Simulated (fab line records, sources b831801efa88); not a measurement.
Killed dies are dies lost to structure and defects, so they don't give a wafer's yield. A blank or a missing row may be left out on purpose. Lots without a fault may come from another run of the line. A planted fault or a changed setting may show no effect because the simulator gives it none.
A sampling plan put to the test | flow gf180mcu | one fab line, 47 faults that these records tell of, each judged on the records of the lots that it struck
The plan is the line's own looks: the steps of the route at which a gauge or an inspection reads the wafer and doesn't change it. A look can be judged if struck wafers have a number there and the file gives its usual mean and standard deviation on fault-free wafers. Caught: at a look after the fault's first step, the mean of the struck wafers lies 4 or more of those standard deviations (sigma) from the usual mean. On the tool: the same test on the tool's own readings at the fault's steps. Another recipe on the struck wafers, or a record that is blank for them alone, also counts as caught.

THE FAULTS, as the simulator had put them in
1. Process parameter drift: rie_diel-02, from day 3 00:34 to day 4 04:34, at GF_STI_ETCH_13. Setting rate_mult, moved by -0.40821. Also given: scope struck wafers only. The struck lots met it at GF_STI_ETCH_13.
2. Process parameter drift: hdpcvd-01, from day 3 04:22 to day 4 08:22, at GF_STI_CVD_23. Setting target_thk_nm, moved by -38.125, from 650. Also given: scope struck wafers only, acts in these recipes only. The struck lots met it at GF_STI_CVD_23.
3. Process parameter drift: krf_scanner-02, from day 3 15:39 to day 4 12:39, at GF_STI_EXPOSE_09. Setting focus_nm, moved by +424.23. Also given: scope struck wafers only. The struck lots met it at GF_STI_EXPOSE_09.
4. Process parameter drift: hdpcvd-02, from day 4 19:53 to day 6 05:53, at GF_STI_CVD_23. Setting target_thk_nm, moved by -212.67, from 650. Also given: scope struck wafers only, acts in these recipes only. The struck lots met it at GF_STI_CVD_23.
5. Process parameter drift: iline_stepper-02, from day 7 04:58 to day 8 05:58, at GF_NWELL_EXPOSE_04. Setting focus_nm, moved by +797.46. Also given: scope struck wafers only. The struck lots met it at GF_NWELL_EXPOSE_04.
6. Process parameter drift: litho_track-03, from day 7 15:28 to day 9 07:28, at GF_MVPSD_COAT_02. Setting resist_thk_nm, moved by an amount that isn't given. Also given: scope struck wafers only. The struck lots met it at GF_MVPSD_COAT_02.
7. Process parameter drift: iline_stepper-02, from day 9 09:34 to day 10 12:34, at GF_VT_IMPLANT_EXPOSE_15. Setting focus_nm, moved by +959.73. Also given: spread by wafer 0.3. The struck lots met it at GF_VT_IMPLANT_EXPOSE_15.
8. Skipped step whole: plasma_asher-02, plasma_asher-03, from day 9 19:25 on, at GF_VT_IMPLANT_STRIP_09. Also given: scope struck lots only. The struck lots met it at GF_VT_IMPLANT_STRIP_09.
9. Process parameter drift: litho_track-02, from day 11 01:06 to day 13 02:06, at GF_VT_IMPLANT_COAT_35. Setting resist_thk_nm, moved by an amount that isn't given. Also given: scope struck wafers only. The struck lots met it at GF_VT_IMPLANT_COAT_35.
10. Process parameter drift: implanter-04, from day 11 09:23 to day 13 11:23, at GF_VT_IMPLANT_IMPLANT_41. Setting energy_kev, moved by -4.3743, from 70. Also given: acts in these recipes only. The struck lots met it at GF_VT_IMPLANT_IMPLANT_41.
11. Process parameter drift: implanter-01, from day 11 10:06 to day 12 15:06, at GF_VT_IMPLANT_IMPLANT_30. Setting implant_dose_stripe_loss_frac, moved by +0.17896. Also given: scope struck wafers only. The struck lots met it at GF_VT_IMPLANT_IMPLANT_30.
12. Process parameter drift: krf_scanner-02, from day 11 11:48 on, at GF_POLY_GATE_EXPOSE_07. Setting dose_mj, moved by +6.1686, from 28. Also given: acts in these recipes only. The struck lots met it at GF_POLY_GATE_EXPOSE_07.
13. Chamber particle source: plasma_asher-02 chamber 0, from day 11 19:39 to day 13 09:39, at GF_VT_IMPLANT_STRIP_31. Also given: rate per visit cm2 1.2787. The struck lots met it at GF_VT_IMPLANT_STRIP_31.
14. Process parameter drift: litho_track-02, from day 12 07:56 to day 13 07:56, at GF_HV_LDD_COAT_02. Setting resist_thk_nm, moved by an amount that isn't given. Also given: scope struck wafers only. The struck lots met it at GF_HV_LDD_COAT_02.
15. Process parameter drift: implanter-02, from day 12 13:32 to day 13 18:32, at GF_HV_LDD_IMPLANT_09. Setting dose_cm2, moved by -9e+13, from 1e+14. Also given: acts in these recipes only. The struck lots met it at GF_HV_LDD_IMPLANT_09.
16. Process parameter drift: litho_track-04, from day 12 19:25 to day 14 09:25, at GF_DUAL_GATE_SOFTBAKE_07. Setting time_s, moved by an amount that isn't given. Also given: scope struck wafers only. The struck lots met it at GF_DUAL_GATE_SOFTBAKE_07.
17. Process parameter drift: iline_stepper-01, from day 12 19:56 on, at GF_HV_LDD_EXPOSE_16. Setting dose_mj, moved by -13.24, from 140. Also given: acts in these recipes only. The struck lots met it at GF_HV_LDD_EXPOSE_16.
18. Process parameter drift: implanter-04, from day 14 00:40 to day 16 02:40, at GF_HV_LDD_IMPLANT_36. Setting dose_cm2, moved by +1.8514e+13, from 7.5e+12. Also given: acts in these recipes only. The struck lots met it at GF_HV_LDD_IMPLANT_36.
19. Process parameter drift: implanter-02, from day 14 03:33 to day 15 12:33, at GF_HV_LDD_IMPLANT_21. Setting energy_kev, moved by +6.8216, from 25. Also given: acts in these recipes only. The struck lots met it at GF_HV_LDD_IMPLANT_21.
20. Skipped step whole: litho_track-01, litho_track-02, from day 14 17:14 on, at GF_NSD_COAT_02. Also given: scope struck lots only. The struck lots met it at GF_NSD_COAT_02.
21. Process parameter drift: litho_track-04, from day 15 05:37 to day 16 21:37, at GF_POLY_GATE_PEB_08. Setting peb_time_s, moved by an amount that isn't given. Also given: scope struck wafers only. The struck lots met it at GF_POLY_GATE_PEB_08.
22. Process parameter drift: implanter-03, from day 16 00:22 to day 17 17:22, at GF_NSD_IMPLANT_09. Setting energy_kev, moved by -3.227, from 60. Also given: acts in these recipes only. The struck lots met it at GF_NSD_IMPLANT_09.
23. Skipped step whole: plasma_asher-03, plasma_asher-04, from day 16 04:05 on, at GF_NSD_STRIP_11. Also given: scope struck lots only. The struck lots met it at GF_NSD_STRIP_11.
24. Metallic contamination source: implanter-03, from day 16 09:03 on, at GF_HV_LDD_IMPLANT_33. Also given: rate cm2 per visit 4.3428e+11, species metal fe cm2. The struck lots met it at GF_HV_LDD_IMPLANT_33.
25. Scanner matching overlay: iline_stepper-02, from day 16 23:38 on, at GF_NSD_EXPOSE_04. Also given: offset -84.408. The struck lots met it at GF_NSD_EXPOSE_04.
26. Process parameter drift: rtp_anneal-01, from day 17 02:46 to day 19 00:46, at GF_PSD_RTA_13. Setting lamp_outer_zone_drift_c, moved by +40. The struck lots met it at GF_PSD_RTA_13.
27. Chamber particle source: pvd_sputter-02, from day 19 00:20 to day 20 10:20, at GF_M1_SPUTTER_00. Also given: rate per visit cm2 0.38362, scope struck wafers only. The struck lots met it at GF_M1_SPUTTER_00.
28. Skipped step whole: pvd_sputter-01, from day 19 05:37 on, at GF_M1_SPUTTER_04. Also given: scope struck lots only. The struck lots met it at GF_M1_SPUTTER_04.
29. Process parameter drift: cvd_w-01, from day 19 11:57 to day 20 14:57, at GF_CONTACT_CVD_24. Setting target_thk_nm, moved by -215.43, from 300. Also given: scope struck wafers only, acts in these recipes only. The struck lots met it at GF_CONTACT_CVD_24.
30. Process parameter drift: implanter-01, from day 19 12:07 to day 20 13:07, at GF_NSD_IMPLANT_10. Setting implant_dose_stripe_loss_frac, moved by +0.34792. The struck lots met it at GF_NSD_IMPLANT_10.
31. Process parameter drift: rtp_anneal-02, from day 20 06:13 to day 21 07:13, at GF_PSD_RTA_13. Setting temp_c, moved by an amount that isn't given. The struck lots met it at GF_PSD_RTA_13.
32. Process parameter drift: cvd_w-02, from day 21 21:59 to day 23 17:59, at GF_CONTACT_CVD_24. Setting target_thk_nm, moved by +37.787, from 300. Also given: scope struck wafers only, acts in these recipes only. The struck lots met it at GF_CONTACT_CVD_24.
33. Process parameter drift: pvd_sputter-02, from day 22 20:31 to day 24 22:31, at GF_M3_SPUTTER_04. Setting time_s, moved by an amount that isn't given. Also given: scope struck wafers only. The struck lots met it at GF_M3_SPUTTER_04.
34. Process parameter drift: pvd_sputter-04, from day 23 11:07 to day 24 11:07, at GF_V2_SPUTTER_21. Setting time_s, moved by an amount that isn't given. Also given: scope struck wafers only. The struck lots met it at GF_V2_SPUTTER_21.
35. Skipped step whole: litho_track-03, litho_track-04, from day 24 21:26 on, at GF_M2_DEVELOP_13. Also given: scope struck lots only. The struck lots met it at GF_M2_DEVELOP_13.
36. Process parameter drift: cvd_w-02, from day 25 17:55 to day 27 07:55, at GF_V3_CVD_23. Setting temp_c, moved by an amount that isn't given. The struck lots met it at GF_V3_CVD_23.
37. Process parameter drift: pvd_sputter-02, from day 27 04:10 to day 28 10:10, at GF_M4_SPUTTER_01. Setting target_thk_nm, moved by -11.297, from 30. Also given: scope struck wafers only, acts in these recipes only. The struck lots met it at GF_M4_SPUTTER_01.
38. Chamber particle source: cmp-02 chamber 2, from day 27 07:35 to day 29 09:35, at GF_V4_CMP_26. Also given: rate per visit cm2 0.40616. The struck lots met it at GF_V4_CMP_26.
39. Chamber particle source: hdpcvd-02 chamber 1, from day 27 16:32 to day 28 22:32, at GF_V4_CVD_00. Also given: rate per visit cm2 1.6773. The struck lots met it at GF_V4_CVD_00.
40. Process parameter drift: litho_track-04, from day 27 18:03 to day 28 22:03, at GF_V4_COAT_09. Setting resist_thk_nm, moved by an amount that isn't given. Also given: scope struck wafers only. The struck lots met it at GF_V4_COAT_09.
41. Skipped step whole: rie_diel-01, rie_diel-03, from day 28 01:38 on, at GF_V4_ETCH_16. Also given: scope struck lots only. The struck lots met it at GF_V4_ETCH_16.
42. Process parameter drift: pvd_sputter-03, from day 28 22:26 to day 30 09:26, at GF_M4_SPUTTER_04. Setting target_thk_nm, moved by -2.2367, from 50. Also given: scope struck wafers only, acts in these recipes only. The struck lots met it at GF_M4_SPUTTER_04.
43. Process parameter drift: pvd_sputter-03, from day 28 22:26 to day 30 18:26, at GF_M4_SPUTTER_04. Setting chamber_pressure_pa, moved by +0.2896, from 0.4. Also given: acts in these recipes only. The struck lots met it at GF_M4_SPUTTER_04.
44. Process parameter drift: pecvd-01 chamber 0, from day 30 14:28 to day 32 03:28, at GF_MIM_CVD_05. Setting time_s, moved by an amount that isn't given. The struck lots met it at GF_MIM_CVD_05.
45. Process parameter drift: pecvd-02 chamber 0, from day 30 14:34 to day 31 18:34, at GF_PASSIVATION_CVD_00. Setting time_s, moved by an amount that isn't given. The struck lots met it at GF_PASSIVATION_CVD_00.
46. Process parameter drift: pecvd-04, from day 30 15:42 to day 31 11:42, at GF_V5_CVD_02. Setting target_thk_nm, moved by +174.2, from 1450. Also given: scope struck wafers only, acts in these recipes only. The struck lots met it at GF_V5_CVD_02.
47. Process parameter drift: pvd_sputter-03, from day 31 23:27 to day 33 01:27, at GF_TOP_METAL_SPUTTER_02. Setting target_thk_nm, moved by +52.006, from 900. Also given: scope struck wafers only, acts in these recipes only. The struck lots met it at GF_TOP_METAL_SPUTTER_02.

WHAT THE PLAN SAW
fault | on the tool itself                               | first look that catches it                      | reading, sigma                                               | median hours from its first step to that look | hours from the fault's start to the first struck lot there | judged looks passed uncaught
1     | oes_product_au -14 sigma                         | no look after it can be judged                  | -                                                            | -                                             | -                                                          | 0
2     | no reading that can be judged                    | GF_STI_THK_MEAS_24                              | STI_CVD_23_THK -7.2                                          | 0.1                                           | 2                                                          | 0
3     | no reading that can be judged                    | GF_STI_CD_MEAS_12                               | cd_nm -43                                                    | 6.1                                           | 9                                                          | 0
4     | no reading that can be judged                    | GF_STI_THK_MEAS_24                              | STI_CVD_23_THK -36                                           | 0.2                                           | 2                                                          | 0
5     | no reading that can be judged                    | none of the 5 looks that can be judged after it | -                                                            | -                                             | -                                                          | 5
6     | no reading that can be judged                    | not the one look that can be judged after it    | -                                                            | -                                             | -                                                          | 1
7     | no reading that can be judged                    | not the one look that can be judged after it    | -                                                            | -                                             | -                                                          | 1
8     | the tool's record is blank for the struck wafers | GF_VT_IMPLANT_TW_MEAS_21                        | VT_IMPLANT_2_TW -99 or beyond                                | 18.2                                          | 19                                                         | 0
9     | no reading that can be judged                    | no look after it can be judged                  | -                                                            | -                                             | -                                                          | 0
10    | beam_energy_keV -99 or beyond sigma              | none of the 3 looks that can be judged after it | strongest: VT_IMPLANT_4_TW at GF_VT_IMPLANT_TW_MEAS_43, -3.1 | -                                             | -                                                          | 3
11    | no reading that can be judged                    | GF_VT_IMPLANT_TW_MEAS_32                        | VT_IMPLANT_3_TW -7.0                                         | 0.2                                           | 1                                                          | 0
12    | exposure_dose_mJ_cm2 +99 or beyond sigma         | GF_POLY_GATE_CD_MEAS_10                         | cd_nm -18                                                    | 9.5                                           | 15                                                         | 0
13    | under 2 sigma                                    | no look after it can be judged                  | -                                                            | -                                             | -                                                          | 0
14    | under 2 sigma                                    | not the one look that can be judged after it    | -                                                            | -                                             | -                                                          | 1
15    | dose_ions_cm2 -99 or beyond sigma                | GF_HV_LDD_TW_MEAS_11                            | HV_LDD_TW -99 or beyond                                      | 0.2                                           | 2                                                          | 0
16    | run_length_s +99 or beyond sigma                 | not the one look that can be judged after it    | -                                                            | -                                             | -                                                          | 1
17    | exposure_dose_mJ_cm2 -88 sigma                   | GF_HV_LDD_CD_MEAS_19                            | cd_nm -11                                                    | 9.9                                           | 25                                                         | 0
18    | dose_ions_cm2 +99 or beyond sigma                | GF_HV_LDD_TW_MEAS_38                            | HV_LDD_3_TW +32                                              | 0.2                                           | 4                                                          | 0
19    | beam_energy_keV +99 or beyond sigma              | GF_HV_LDD_TW_MEAS_23                            | HV_LDD_2_TW +12                                              | 0.2                                           | 7                                                          | 0
20    | the tool's record is blank for the struck wafers | GF_PSD_TW_MEAS_11                               | PSD_TW +63                                                   | 33.9                                          | 37                                                         | 0
21    | under 2 sigma                                    | GF_POLY_GATE_CD_MEAS_10                         | cd_nm -4.9                                                   | 0.3                                           | 6                                                          | 0
22    | beam_energy_keV -99 or beyond sigma              | GF_PSD_RS_MEAS_14                               | NSD_RS +12                                                   | 24.0                                          | 28                                                         | 0
23    | the tool's record is blank for the struck wafers | GF_PSD_TW_MEAS_11                               | PSD_TW -99 or beyond                                         | 22.4                                          | 24                                                         | 0
24    | under 2 sigma                                    | no look after it can be judged                  | -                                                            | -                                             | -                                                          | 0
25    | under 2 sigma                                    | GF_NSD_OVL_MEAS_08                              | NSD_OVL -55                                                  | 11.7                                          | 15                                                         | 0
26    | under 2 sigma                                    | GF_PSD_RS_MEAS_14                               | NSD_RS -49                                                   | 0.1                                           | 1                                                          | 0
27    | under 2 sigma                                    | none of the 3 looks that can be judged after it | strongest: M5_OVL at GF_M5_OVL_MEAS_08, -2.3                 | -                                             | -                                                          | 3
28    | the tool's record is blank for the struck wafers | GF_M1_THK_MEAS_06                               | M1_ALCU_THK +6.6                                             | 0.2                                           | 2                                                          | 0
29    | under 2 sigma                                    | GF_CONTACT_RS_MEAS_25                           | CONTACT_W_RS +99 or beyond                                   | 0.1                                           | 24                                                         | 0
30    | under 2 sigma                                    | GF_PSD_RS_MEAS_14                               | NSD_RS +19                                                   | 24.8                                          | 28                                                         | 0
31    | under 2 sigma                                    | GF_PSD_RS_MEAS_14                               | NSD_RS -41                                                   | 0.1                                           | 3                                                          | 0
32    | under 2 sigma                                    | GF_CONTACT_RS_MEAS_25                           | CONTACT_W_RS -11                                             | 0.1                                           | 6                                                          | 0
33    | under 2 sigma                                    | none of the 7 looks that can be judged after it | -                                                            | -                                             | -                                                          | 7
34    | under 2 sigma                                    | no look after it can be judged                  | -                                                            | -                                             | -                                                          | 0
35    | no reading that can be judged                    | no look after it can be judged                  | -                                                            | -                                             | -                                                          | 0
36    | susceptor_temp_C +35 sigma                       | GF_V3_RS_MEAS_24                                | V3_W_RS -15                                                  | 0.1                                           | 7                                                          | 0
37    | under 2 sigma                                    | no look after it can be judged                  | -                                                            | -                                             | -                                                          | 0
38    | under 2 sigma                                    | not the one look that can be judged after it    | -                                                            | -                                             | -                                                          | 1
39    | no reading that can be judged                    | no look after it can be judged                  | -                                                            | -                                             | -                                                          | 0
40    | under 2 sigma                                    | not the one look that can be judged after it    | -                                                            | -                                             | -                                                          | 1
41    | the tool's record is blank for the struck wafers | no look after it can be judged                  | -                                                            | -                                             | -                                                          | 0
42    | under 2 sigma                                    | none of the 7 looks that can be judged after it | strongest: M4_ALCU_THK at GF_M4_THK_MEAS_06, +2.0            | -                                             | -                                                          | 7
43    | chamber_pressure_pa +99 or beyond sigma          | none of the 7 looks that can be judged after it | strongest: M4_ALCU_THK at GF_M4_THK_MEAS_06, +2.5            | -                                             | -                                                          | 7
44    | run_length_s +18 sigma                           | GF_MIM_THK_MEAS_06                              | MIM_CVD_05_THK +24                                           | 0.1                                           | 12                                                         | 0
45    | run_length_s +26 sigma                           | GF_PASSIVATION_THK_MEAS_01                      | PASSIVATION_CVD_00_THK +9.0                                  | 0.1                                           | 1                                                          | 0
46    | under 2 sigma                                    | GF_V5_THK_MEAS_03                               | V5_CVD_02_THK +8.2                                           | 0.1                                           | 6                                                          | 0
47    | under 2 sigma                                    | GF_TOP_METAL_RS_MEAS_05                         | TOP_METAL_ALCU_RS -5.4                                       | 0.1                                           | 5                                                          | 0
A dash: the fault isn't caught, or these records don't give the number.

Caught at a look: 26 of 47. Caught on the tool: 18 of 47. By one or the other: 31 of 47.
Caught on the tool alone: faults 1, 10, 16, 41, 43.
Caught at a look alone: faults 2, 3, 4, 11, 21, 25, 26, 29, 30, 31, 32, 46, 47.
Caught by neither: faults 5, 6, 7, 9, 13, 14, 24, 27, 33, 34, 35, 37, 38, 39, 40, 42.

THINNER SAMPLING
If the look that catches a fault measured only every second or every third lot, by lot number, the first struck lot would be measured this late in the worst case:
fault | struck lots at that look, in order of time | every lot | every second lot | every third lot
2     | L920, L923, L924                           | 2 h       | 18 h             | may miss all 3
3     | L122, L123                                 | 9 h       | 15 h             | may miss all 2
4     | L640, L642                                 | 2 h       | may miss all 2   | may miss all 2
8     | L183, L184, L185                           | 19 h      | 22 h             | 31 h
11    | L708                                       | 1 h       | may miss it      | may miss it
12    | L411, L412, L413, L414                     | 15 h      | 29 h             | 35 h
15    | L433, L436                                 | 2 h       | 24 h             | may miss all 2
17    | L602, L603, L604, L606                     | 25 h      | 38 h             | 44 h
18    | L269, L270                                 | 4 h       | 7 h              | may miss all 2
19    | L292, L293                                 | 7 h       | 13 h             | may miss all 2
20    | L673, L674                                 | 37 h      | 50 h             | may miss all 2
21    | L745, L746                                 | 6 h       | 11 h             | may miss all 2
22    | L491, L493, L495                           | 28 h      | may miss all 3   | 63 h
23    | L338, L339                                 | 24 h      | 31 h             | may miss all 2
25    | L890, L891, L892, L896                     | 15 h      | 20 h             | 36 h
26    | L132, L135, L137                           | 1 h       | 30 h             | may miss all 3
28    | L347, L348                                 | 2 h       | 10 h             | may miss all 2
29    | L575                                       | 24 h      | may miss it      | may miss it
30    | L469, L471                                 | 28 h      | may miss all 2   | may miss all 2
31    | L645, L646                                 | 3 h       | 10 h             | may miss all 2
32    | L127, L129                                 | 6 h       | may miss all 2   | may miss all 2
36    | L558, L559, L561                           | 7 h       | 19 h             | may miss all 3
44    | L939                                       | 12 h      | may miss it      | may miss it
45    | L923                                       | 1 h       | may miss it      | may miss it
46    | L927, L928                                 | 6 h       | 15 h             | may miss all 2
47    | L631, L632                                 | 5 h       | 6 h              | may miss all 2
Hours are from the fault's start to the first struck lot that is measured. The limit of 4 sigma was tested on all struck wafers together, so one lot alone may lie under it. Other struck lots may not be in these records.

THE LONGEST TIMED WAY FROM STEP TO LOOK
Fault 20: a median of 33.9 hours passes between GF_NSD_COAT_02 and GF_PSD_TW_MEAS_11. No look between them can be judged.
